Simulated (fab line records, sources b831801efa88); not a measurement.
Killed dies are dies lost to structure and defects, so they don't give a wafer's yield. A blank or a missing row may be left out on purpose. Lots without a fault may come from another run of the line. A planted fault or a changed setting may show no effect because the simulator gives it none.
A struck lot beside a sound one | flow sky130 | 18 steps out of a route of 708
Sound: wafers L919.1, L919.3, L919.6. Struck: wafer L931.4. (L931.2, L931.3 of the same lot were not struck and are left out.) The cause comes at the end.
At each step with rows: each side's tool, then ch and its chambers, then its first start. Under that, the readings that differ: sound wafers | struck wafers | difference of the means | sigmas: that difference in standard deviations of wafers without a fault.
alike: readings whose means differ by less than 2 such deviations, and words and numbers that are the same on both sides. not compared: withheld readings, readings that some wafer has no value for, bounds like >300 that may hide the same value, and numbers for which the record gives no deviation and whose values overlap.
The two part at a step that has a row with sigmas, a row that says differs or no value, or rows on one side only. Numbers that don't overlap but have no deviation are shown without sigmas and don't part them. A reading that every wafer of one side lacks parts them only if that side has two wafers or more.

first, 5 steps without rows for these wafers: SKY_VIA4_COAT_06 (resist thk 1140 nm); SKY_VIA4_SOFTBAKE_07 (time 60 s); SKY_VIA4_EXPOSE_08 (exposes mask VIM4, target cd 800 nm); SKY_VIA4_PEB_09; SKY_VIA4_DEVELOP_10 (develop time 60 s).
SKY_VIA4_OVL_MEAS_11:
  sound on overlay-02, day 44 19:26; struck on overlay-02, day 47 12:46
  reading       | sound       | struck | difference | sigmas
  VIA4_OVL (nm) | 2.0 1.7 2.5 | -1.4   | -3.5       | -2
SKY_VIA4_ETCH_12: etches SiO2 in C4F8/O2/Ar, stops on TiN, target depth 580 nm.
  sound on rie_diel-02 ch 0,3, day 44 19:28; struck on rie_diel-01 ch 0, day 47 12:47
  alike: bias_w, oes_product_au
SKY_VIA4_STRIP_13: strips in O2/N2.
  sound on plasma_asher-01 ch 0,1, day 44 19:32; struck on plasma_asher-03 ch 0, day 47 12:52
  reading                      | sound                | struck | difference | sigmas
  strip_time_to_endpoint_s (s) | 12.756 12.779 12.800 | 12.846 | +0.068     | +2
  alike: drypump_motor_current_A, oes_product_au
  not compared: rf_hours_counter_h
then, 3 steps without rows for these wafers: SKY_VIA4_STRIP_14 (strips in post etch residue remover, time 1200 s); SKY_VIA4_CLEAN_15 (cleans in IPA, time 180 s); SKY_VIA4_CLEAN_16 (cleans in O3/DIW).
SKY_VIA4_SPUTTER_17: material TiN, target thk 20 nm, time 80 s.
  sound on pvd_sputter-02, day 44 20:12; struck on pvd_sputter-04, day 47 13:28
  alike: throttle_valve_pct
SKY_VIA4_CVD_18: deposits W, target thk 505 nm, time 152.14 s.
  sound on cvd_w-01 ch 0,1, day 44 20:16; struck on cvd_w-01 ch 0, day 47 13:31
  reading                            | sound                | struck | difference | sigmas
  susceptor_temp_C (C)               | 400.04 399.87 400.11 | 391.09 | -8.92      | -42
  model.W_of_VIA4_CVD_18.thk_nm (nm) | 507.1 499.6 506.6    | 429.6  | -74.8      |
  alike: chamber_pressure_Torr, heater_power_w
SKY_VIA4_RS_MEAS_19: measures by four-point-probe.
  sound on film_metro-03, day 44 20:25; struck on film_metro-02, day 47 13:41
  reading            | sound                | struck | difference | sigmas
  VIA4_W_RS (ohm/sq) | 0.2253 0.2292 0.2253 | 0.2676 | +0.0410    | +20
SKY_VIA4_THK_MEAS_20: measures by xrf.
  sound on film_metro-03, day 44 20:32; struck on film_metro-02, day 47 13:48
  reading         | sound       | struck | difference | sigmas
  VIA4_W_THK (nm) | 515 509 516 | 431    | -82        | -11
SKY_VIA4_CMP_21: polishes, stops on SiO2, t overpolish 25 s, target thk 0 nm.
  sound on cmp-02 ch 0,3, day 44 20:53; struck on cmp-01 ch 2, day 47 13:51
  reading                | sound       | struck | difference | sigmas
  time_to_endpoint_s (s) | 124 118 127 | 102    | -21        | -5
  alike: motor_current_A
SKY_METAL5_SPUTTER_00: material Ti, target thk 15 nm, time 10 s.
  sound on pvd_sputter-03, day 44 21:11; struck on pvd_sputter-02, day 47 14:09
  alike: throttle_valve_pct
-- the record jumps here: 2 days lie between the struck wafers' starts before and after (it left off in module METAL5 and takes up again in module PAD_OPEN, whose first step shown is number 708 of the route) --
SKY_PAD_OPEN_PROBE_99:
  sound on prober-02, day 47 13:02; struck on prober-01, day 50 02:02
  alike: defect_limited_yield, killed_at_M0_to_M3, killed_at_M4_up, killed_at_contacts, killed_at_front_end, killed_at_other, killed_dies, killed_on_rim, killed_open, killed_short, sort_bin_3_pad_short, sort_bin_5_function, sort_bin_6_memory, sort_n_pass, sort_yield_pct

WHERE THEY PART
First at SKY_VIA4_OVL_MEAS_11; last, within this record, at SKY_VIA4_CMP_21. Later steps at which nothing parts them and some readings are alike: SKY_METAL5_SPUTTER_00, SKY_PAD_OPEN_PROBE_99.

WHY: what the simulator had put in
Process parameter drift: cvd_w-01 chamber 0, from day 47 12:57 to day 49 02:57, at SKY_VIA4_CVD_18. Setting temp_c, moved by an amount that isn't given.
